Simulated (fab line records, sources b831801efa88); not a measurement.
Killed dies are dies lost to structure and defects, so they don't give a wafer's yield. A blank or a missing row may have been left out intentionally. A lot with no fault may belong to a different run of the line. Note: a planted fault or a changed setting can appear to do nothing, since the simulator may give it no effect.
2 desks, one fault :: flow gf180mcu :: only its own numbers are on each desk; what lay behind them is given at the end

## THE TOOL OWNER'S DESK: implanter-03
For each lot that ran on this tool, the mean over its sampled wafers that have a number, from the tool's own readings at GF_LVPWELL_IMPLANT_08. The brackets show how far a lot's mean lies from the usual mean; more than 4 standard deviations puts the lot out of limits, marked OUT.
Columns: A = beam-energy-keV at GF_LVPWELL_IMPLANT_08, usual 170.00; B = beam-on-s at GF_LVPWELL_IMPLANT_08, usual 10.02 s
lot: L379
first seen here: day 4 08:54
A: 170.01
B: 10.06

lot: L380
first seen here: day 4 11:02
A: 169.99
B: 9.86

lot: L382
first seen here: day 5 02:45
A: 169.99
B: 10.15

lot: L388
first seen here: day 6 13:23
A: 170.04
B: 10.01
This desk's finding: nothing out of limits on any of the 4 lots.

## FROM THE METROLOGY DESK
What the gauges read for every lot (on any tool): the sampled wafers with a number, averaged. The brackets show how far a lot's mean lies from the usual mean; more than 4 standard deviations puts the lot out of limits, marked OUT.
Columns: A = STI_OXIDATION_02_THK at GF_STI_THK_MEAS_30, usual 9.90 nm; B = LVPWELL_TW at GF_LVPWELL_TW_MEAS_11, usual 553; C = LVPWELL_RS at GF_VT_IMPLANT_RS_MEAS_48, usual 1197 ohm/sq
lot: L378
first seen here: day 2 13:55
A: 9.99
B: 553
C: 1197

lot: L379
first seen here: day 2 18:57
A: 9.77
B: 555
C: 1200

lot: L380
first seen here: day 2 21:52
A: 10.05
B: 555
C: 1200

lot: L381
first seen here: day 3 04:34
A: 9.94
B: 553
C: 1198

lot: L382
first seen here: day 3 11:19
A: 10.08
B: 550
C: 1196

lot: L383
first seen here: day 3 17:52
A: 10.16
B: 549
C: 1197

lot: L385
first seen here: day 4 02:37
A: 9.49
B: 552
C: 1192

lot: L386
first seen here: day 4 05:47
A: 9.91
B: 556
C: 1198

lot: L387
first seen here: day 4 10:24
A: 9.99
B: 552
C: 1197

lot: L388
first seen here: day 4 18:42
A: 9.82
B: 557
C: 1196

lot: L390
first seen here: day 5 03:16
A: 10.34
B: 336 (-70) OUT
C: 3829 (+99 or more) OUT

lot: L391
first seen here: day 5 07:49
A: 10.02
B: 336 (-70) OUT
C: 3824 (+99 or more) OUT

lot: L392
first seen here: day 5 11:29
A: 9.60
B: 335 (-70) OUT
C: 3820 (+99 or more) OUT

lot: L399
first seen here: day 7 00:21
A: 10.05
B: 551
C: 1197

lot: L400
first seen here: day 7 07:09
A: 9.72
B: 556
C: 1193
This desk finds L390, L391, L392 out of limits, with the earliest case on L390 at day 6 23:51 (LVPWELL_TW at GF_LVPWELL_TW_MEAS_11). L378, L379, L380, L381, L382, L383, L385, L386, L387, L388, L399, L400 stayed within limits.

## BROUGHT TOGETHER
At day 6 23:51 the metrology desk could have sounded an alarm, on L390, L391, L392.
Nothing out of limits was seen by the tool owner's desk.
The tool owner's desk has no number on record for L390, L391, L392.
Every lot named ran GF_LVPWELL_IMPLANT_08 on implanter-03.

## WHAT THE SIMULATOR PUT IN
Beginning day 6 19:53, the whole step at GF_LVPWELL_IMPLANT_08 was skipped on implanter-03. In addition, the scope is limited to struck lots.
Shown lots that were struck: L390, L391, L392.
Delay in hours, fault start to first out-of-limits reading, per desk: metrology desk 4.
